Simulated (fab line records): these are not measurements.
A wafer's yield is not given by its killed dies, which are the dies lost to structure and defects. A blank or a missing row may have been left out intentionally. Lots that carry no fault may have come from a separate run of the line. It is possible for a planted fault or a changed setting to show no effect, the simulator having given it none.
fab line records | flow sfq-line
record lots=14 | wafers=41 | last-day=92
route steps=325 shown L0@3
lots untouched by any fault: they come from a run of this same line in which no faults occurred
start-h: hours from the record's opening day to when the first of the lot's shown wafers began | wait-h: hours from the lot's prior step to this one | " repeats the value in the row above | L1.1+2: several wafers, shown together as one row | - no value, or no start was given | * or withheld: withheld | < > ~ a bound
route shown NAME@n: a module of which the file shows steps, and the number in the route of the first | usual: average and standard deviation across the fault-free wafers | same: alike in all rows | chamber/n: place in a boat | sites: each site's reading | _std_site: how widely they spread, as a standard deviation | _edge_site: inner sites' mean taken away from outer sites' mean | radius-mm: for every site, how far away it sits from the centre of the wafer | mask NAME#n: copy n | behind: the tool/chamber that last shaped the wafer | hold: cause of the lot's hold/its duration in hours/its outcome | device: which transistor (n, p or np) failed to switch | end of line: the route-end tests of the same wafers | a step given without rows: its recipe and nothing more | killed: count of dies lost to structure and defects at first sort (not the wafer's yield) | map: per-die view of a wafer (x killed, . not killed, _ where there is no die)
set.NAME: the setting that was run; set.NAME@STEP: the one run at that earlier step | model.NAME: the simulator's own value behind a step, which no gauge read
the route's steps for a sample of lots (tables are steps, rows are wafers)
services: the hour from which a tool's chamber was out of use, counted from the record's first day as start-h (under 0 if before that day), plus the number of hours and why
## steps
# step SFQ_TRILAYER_L0_DEP_SPUTTER_003
# recipe material=MoNx_KI | base-pressure-pa=1.33e-06 | target-thk-nm=40 | power-w=800 | time-s=100 | chamber-pressure-pa=0.4
# usual throttle-valve-pct=29.8/0.83
lot.wafer | tool           | chamber | start-h | wait-h | throttle-valve-pct
L910.3    | pvd-sputter-03 | -       | 12.49   | 0.0    | 31.7
L910.5    | "              | -       | "       | "      | 29.7
L910.6    | "              | -       | "       | "      | 31.1
L911.3    | pvd-sputter-04 | -       | 17.49   | 0.0    | 28.8
L911.4    | "              | -       | "       | "      | 30.5
L911.5    | "              | -       | "       | "      | 30.4
L912.1    | pvd-sputter-04 | -       | 22.49   | 0.0    | 30.6
L912.2    | "              | -       | "       | "      | 29.0
L912.3    | "              | -       | "       | "      | 28.9
L913.1    | pvd-sputter-03 | -       | 27.49   | 0.0    | 30.9
L913.3    | "              | -       | "       | "      | 29.6
L913.4    | "              | -       | "       | "      | 29.4
L914.1    | pvd-sputter-04 | -       | 32.49   | 0.0    | 29.2
L914.4    | "              | -       | "       | "      | 29.4
L914.6    | "              | -       | "       | "      | 29.2
L915.2    | pvd-sputter-05 | -       | 37.49   | 0.0    | 30.5
L915.3    | "              | -       | "       | "      | 29.0
L915.4    | "              | -       | "       | "      | 29.5
L919.1    | pvd-sputter-04 | -       | 57.49   | 0.0    | 29.0
L919.2    | "              | -       | "       | "      | 29.2
L919.5    | "              | -       | "       | "      | 29.2
L921.1    | pvd-sputter-04 | -       | 67.49   | 0.0    | 30.6
L921.4    | "              | -       | "       | "      | 29.4
L921.6    | "              | -       | "       | "      | 28.7
L922.3    | pvd-sputter-05 | -       | 72.49   | 0.0    | 29.3
L922.5    | "              | -       | "       | "      | 29.0
L922.6    | "              | -       | "       | "      | 29.7
L924.2    | pvd-sputter-04 | -       | 82.49   | 0.0    | 29.1
L924.5    | "              | -       | "       | "      | 28.7
L924.6    | "              | -       | "       | "      | 29.2
L928.2    | pvd-sputter-04 | -       | 102.49  | 0.0    | 28.9
L928.3    | "              | -       | "       | "      | 28.9
L928.5    | "              | -       | "       | "      | 29.2
L930.1    | pvd-sputter-03 | -       | 112.49  | 0.0    | 31.3
L930.4    | "              | -       | "       | "      | 29.4
L930.6    | "              | -       | "       | "      | 29.4
L932.1    | pvd-sputter-05 | -       | 122.49  | 0.0    | 30.7
L932.2    | "              | -       | "       | "      | 30.3
L932.6    | "              | -       | "       | "      | 29.2
L933.1    | pvd-sputter-05 | -       | 127.49  | 0.0    | 30.7
L933.5    | "              | -       | "       | "      | 29.1
# step SFQ_L0_RS_MEAS_901
# recipe thk-meas-gauge=four-point-probe | reads=MoNx_KI_of_TRILAYER_L0_DEP_SPUTTER_003
# usual L0_MONX_KI_RS=43.5/0.37
lot.wafer | tool          | chamber | start-h | wait-h | hold                     | L0_MONX_KI_RS[ohm/sq]
L910.3    | film-metro-02 | -       | 12.60   | 0.1    | -                        | 44.0
L910.5    | "             | -       | "       | "      | -                        | 44.0
L910.6    | "             | -       | "       | "      | -                        | 43.8
L911.3    | film-metro-02 | -       | 17.60   | 0.1    | -                        | 43.2
L911.4    | "             | -       | "       | "      | -                        | 43.2
L911.5    | "             | -       | "       | "      | -                        | 43.0
L912.1    | film-metro-04 | -       | 22.56   | 0.0    | -                        | 44.1
L912.2    | "             | -       | "       | "      | -                        | 43.4
L912.3    | "             | -       | "       | "      | -                        | 43.9
L913.1    | film-metro-02 | -       | 27.56   | 0.0    | -                        | 43.2
L913.3    | "             | -       | "       | "      | -                        | 43.3
L913.4    | "             | -       | "       | "      | -                        | 43.3
L914.1    | film-metro-02 | -       | 32.56   | 0.0    | -                        | 43.3
L914.4    | "             | -       | "       | "      | -                        | 43.1
L914.6    | "             | -       | "       | "      | -                        | 43.1
L915.2    | film-metro-04 | -       | 37.58   | 0.1    | -                        | 43.6
L915.3    | "             | -       | "       | "      | -                        | 44.0
L915.4    | "             | -       | "       | "      | -                        | 43.8
L919.1    | film-metro-02 | -       | 57.56   | 0.0    | -                        | 43.6
L919.2    | "             | -       | "       | "      | -                        | 43.6
L919.5    | "             | -       | "       | "      | -                        | 43.7
L921.1    | film-metro-04 | -       | 67.56   | 0.0    | -                        | 43.2
L921.4    | "             | -       | "       | "      | -                        | 43.2
L921.6    | "             | -       | "       | "      | -                        | 43.6
L922.3    | film-metro-04 | -       | 72.60   | 0.1    | -                        | 43.1
L922.5    | "             | -       | "       | "      | -                        | 43.5
L922.6    | "             | -       | "       | "      | -                        | 43.9
L924.2    | film-metro-02 | -       | 82.58   | 0.1    | -                        | 43.9
L924.5    | "             | -       | "       | "      | -                        | 43.7
L924.6    | "             | -       | "       | "      | -                        | 43.8
L928.2    | film-metro-02 | -       | 102.58  | 0.1    | -                        | 43.0
L928.3    | "             | -       | "       | "      | -                        | 43.1
L928.5    | "             | -       | "       | "      | -                        | 43.2
L930.1    | film-metro-02 | -       | 112.56  | 0.0    | -                        | 42.6
L930.4    | "             | -       | "       | "      | -                        | 43.2
L930.6    | "             | -       | "       | "      | -                        | 43.0
L932.1    | film-metro-04 | -       | 122.56  | 0.0    | await-dispo/0.2h/release | 98.9
L932.2    | "             | -       | "       | "      | await-dispo/0.2h/release | 43.2
L932.6    | "             | -       | "       | "      | await-dispo/0.2h/release | 42.9
L932.1    | film-metro-04 | -       | 122.85  | 0.3    | -                        | 98.7
L932.2    | "             | -       | "       | "      | -                        | 43.2
L932.6    | "             | -       | "       | "      | -                        | 42.8
L933.1    | film-metro-04 | -       | 127.56  | 0.0    | await-dispo/0.2h/release | 98.8
L933.5    | "             | -       | "       | "      | await-dispo/0.2h/release | 43.5
L933.1    | film-metro-04 | -       | 127.85  | 0.3    | -                        | 98.8
L933.5    | "             | -       | "       | "      | -                        | 43.6
# step SFQ_L0_THK_MEAS_902
# recipe thk-meas-gauge=xrf | reads=MoNx_KI_of_TRILAYER_L0_DEP_SPUTTER_003
# usual L0_MONX_KI_THK=39.6/0.38
lot.wafer | tool          | chamber | start-h | wait-h | hold                     | L0_MONX_KI_THK[nm]
L910.3    | film-metro-02 | -       | 12.70   | 0.1    | -                        | 39.2
L910.5    | "             | -       | "       | "      | -                        | 38.8
L910.6    | "             | -       | "       | "      | -                        | 39.2
L911.3    | film-metro-02 | -       | 17.70   | 0.1    | -                        | 39.6
L911.4    | "             | -       | "       | "      | -                        | 39.8
L911.5    | "             | -       | "       | "      | -                        | 39.8
L912.1    | film-metro-04 | -       | 22.68   | 0.1    | -                        | 38.9
L912.2    | "             | -       | "       | "      | -                        | 39.4
L912.3    | "             | -       | "       | "      | -                        | 38.9
L913.1    | film-metro-02 | -       | 27.68   | 0.1    | -                        | 39.9
L913.3    | "             | -       | "       | "      | -                        | 40.0
L913.4    | "             | -       | "       | "      | -                        | 39.9
L914.1    | film-metro-02 | -       | 32.68   | 0.1    | -                        | 40.0
L914.4    | "             | -       | "       | "      | -                        | 40.1
L914.6    | "             | -       | "       | "      | -                        | 40.1
L915.2    | film-metro-04 | -       | 37.69   | 0.1    | -                        | 39.5
L915.3    | "             | -       | "       | "      | -                        | 39.2
L915.4    | "             | -       | "       | "      | -                        | 39.3
L919.1    | film-metro-02 | -       | 57.68   | 0.1    | -                        | 39.7
L919.2    | "             | -       | "       | "      | -                        | 39.7
L919.5    | "             | -       | "       | "      | -                        | 39.5
L921.1    | film-metro-04 | -       | 67.68   | 0.1    | -                        | 39.8
L921.4    | "             | -       | "       | "      | -                        | 39.8
L921.6    | "             | -       | "       | "      | -                        | 39.4
L922.3    | film-metro-04 | -       | 72.70   | 0.1    | -                        | 39.9
L922.5    | "             | -       | "       | "      | -                        | 39.7
L922.6    | "             | -       | "       | "      | -                        | 39.5
L924.2    | film-metro-02 | -       | 82.69   | 0.1    | -                        | 39.3
L924.5    | "             | -       | "       | "      | -                        | 39.3
L924.6    | "             | -       | "       | "      | -                        | 39.1
L928.2    | film-metro-02 | -       | 102.69  | 0.1    | -                        | 40.3
L928.3    | "             | -       | "       | "      | -                        | 40.0
L928.5    | "             | -       | "       | "      | -                        | 39.9
L930.1    | film-metro-02 | -       | 112.68  | 0.1    | -                        | 40.4
L930.4    | "             | -       | "       | "      | -                        | 39.8
L930.6    | "             | -       | "       | "      | -                        | 39.9
L932.1    | film-metro-04 | -       | 125.88  | 3.0    | await-dispo/0.2h/release | 17.3
L932.2    | "             | -       | "       | "      | await-dispo/0.2h/release | 39.8
L932.6    | "             | -       | "       | "      | await-dispo/0.2h/release | 40.1
L932.1    | film-metro-04 | -       | 126.11  | 0.2    | -                        | 17.4
L932.2    | "             | -       | "       | "      | -                        | 39.7
L932.6    | "             | -       | "       | "      | -                        | 40.1
L933.1    | film-metro-04 | -       | 132.80  | 4.9    | await-dispo/0.2h/release | 17.4
L933.5    | "             | -       | "       | "      | await-dispo/0.2h/release | 39.1
L933.1    | film-metro-04 | -       | 133.03  | 0.2    | -                        | 17.4
L933.5    | "             | -       | "       | "      | -                        | 39.5
# step SFQ_TRILAYER_L0_ETCH_METAL_ETCH_008
# recipe target=MoNx_KI | stop-on=SiO2 | mask-material=PR | chemistry=SF6/O2 | target-depth-nm=50 | icp-w=600 | bias-w=80 | pressure-mtorr=10 | time-s=25
# usual drypump-motor-current-A=5.62/0.28 | oes-product-au=0.874/0.0067
lot.wafer | tool         | chamber | start-h | wait-h | drypump-motor-current-A | oes-product-au | rf-hours-counter-h
L910.3    | rie-metal-01 | 1       | 70.56   | 0.0    | 5.70                    | 0.869          | -
L910.5    | "            | 0       | "       | "      | 5.81                    | 0.868          | -
L910.6    | "            | 1       | "       | "      | 5.71                    | 0.871          | -
L911.3    | rie-metal-04 | 1       | 78.94   | 0.0    | 5.33                    | 0.873          | -
L911.4    | "            | 0       | "       | "      | 5.16                    | 0.879          | -
L911.5    | "            | 0       | "       | "      | 5.16                    | 0.884          | -
L912.1    | rie-metal-04 | 0       | 84.90   | 0.0    | 5.17                    | 0.864          | 155
L912.2    | "            | 1       | "       | "      | 5.35                    | 0.879          | 122
L912.3    | "            | 0       | "       | "      | 5.17                    | 0.870          | -
L913.1    | rie-metal-01 | 1       | 91.61   | 0.1    | 5.69                    | 0.873          | 168
L913.3    | "            | 0       | "       | "      | 5.83                    | 0.875          | -
L913.4    | "            | 1       | "       | "      | 5.72                    | 0.877          | -
L914.1    | rie-metal-04 | 1       | 97.59   | 0.0    | 5.32                    | 0.883          | 123
L914.4    | "            | 0       | "       | "      | 5.18                    | 0.879          | -
L914.6    | "            | 0       | "       | "      | 5.17                    | 0.880          | -
L915.2    | rie-metal-04 | 0       | 105.99  | 0.0    | 5.18                    | 0.860          | 159
L915.3    | "            | 1       | "       | "      | 5.30                    | 0.864          | -
L915.4    | "            | 0       | "       | "      | 5.19                    | 0.870          | -
L919.1    | rie-metal-04 | 0       | 137.84  | 0.1    | 5.17                    | 0.870          | 162
L919.2    | "            | 1       | "       | "      | 5.32                    | 0.862          | 129
L919.5    | "            | 0       | "       | "      | 5.17                    | 0.867          | -
L921.1    | rie-metal-04 | 0       | 147.42  | 0.0    | 5.18                    | 0.871          | 164
L921.4    | "            | 0       | "       | "      | 5.18                    | 0.880          | -
L921.6    | "            | 0       | "       | "      | 5.18                    | 0.867          | -
L922.3    | rie-metal-01 | 1       | 151.04  | 0.0    | 5.70                    | 0.874          | -
L922.5    | "            | 1       | "       | "      | 5.70                    | 0.869          | -
L922.6    | "            | 0       | "       | "      | 5.82                    | 0.871          | -
L924.2    | rie-metal-04 | 0       | 159.42  | 0.0    | 5.17                    | 0.870          | 165
L924.5    | "            | 0       | "       | "      | 5.18                    | 0.875          | -
L924.6    | "            | 1       | "       | "      | 5.34                    | 0.862          | -
L928.2    | rie-metal-01 | 1       | 188.47  | 0.0    | 5.74                    | 0.872          | 180
L928.3    | "            | 0       | "       | "      | 5.82                    | 0.881          | -
L928.5    | "            | 0       | "       | "      | 5.80                    | 0.878          | -
L930.1    | rie-metal-01 | 0       | 201.97  | 0.0    | 5.83                    | 0.889          | 60
L930.4    | "            | 1       | "       | "      | 5.70                    | 0.880          | -
L930.6    | "            | 1       | "       | "      | 5.74                    | 0.882          | -
L932.1    | rie-metal-02 | 0       | 211.57  | 0.0    | 5.99                    | 0.601          | 92
L932.2    | "            | 1       | "       | "      | 5.76                    | 0.869          | 51
L932.6    | "            | 0       | "       | "      | 6.01                    | 0.878          | -
L933.1    | rie-metal-01 | 0       | 220.10  | 0.0    | 5.83                    | 0.594          | 62
L933.5    | "            | 0       | "       | "      | 5.81                    | 0.870          | -
## services
tool           | chamber | start-h | hours | kind
rie-metal-01   | -       | -1.19   | 1.4   | pm
pvd-sputter-03 | -       | 8.10    | 1.6   | repair
rie-metal-04   | -       | 25.02   | 0.5   | repair
rie-metal-04   | -       | 37.95   | 2.8   | pm
pvd-sputter-05 | -       | 82.57   | 3.9   | repair
rie-metal-04   | -       | 128.23  | 0.2   | repair
pvd-sputter-05 | -       | 161.57  | 0.8   | repair
rie-metal-04   | 1       | 162.01  | 14.4  | repair
rie-metal-02   | -       | 190.29  | 0.7   | repair
## key
first-sign step=SFQ_L0_RS_MEAS_901 | reading=visit | direction=added
effect step=SFQ_L0_RS_MEAS_901 | reading=L0_MONX_KI_RS | direction=up | sigmas=99+ | usual=43.5 | struck=98.8
effect step=SFQ_L0_THK_MEAS_902 | reading=visit | direction=added
effect step=SFQ_L0_THK_MEAS_902 | reading=L0_MONX_KI_THK | direction=down | sigmas=58 | usual=39.6 | struck=17.4
effect step=SFQ_TRILAYER_L0_ETCH_METAL_ETCH_008 | reading=oes-product-au | direction=down | sigmas=41 | usual=0.874 | struck=0.597
met-at SFQ_TRILAYER_L0_DEP_SPUTTER_003
struck-lots L932,L933
struck-wafers L932.1,L933.1
onset-between 37.49 122.49
fault kind=process-parameter-drift | tool=pvd-sputter-05 | chamber=- | onset-h=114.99 | steps=SFQ_TRILAYER_L0_DEP_SPUTTER_003 | channel=target-thk-nm | offset=-22.869 | shape=step | end-h=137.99 | acts-in=these-recipes-only | stated=40 | scope=struck-wafers-only
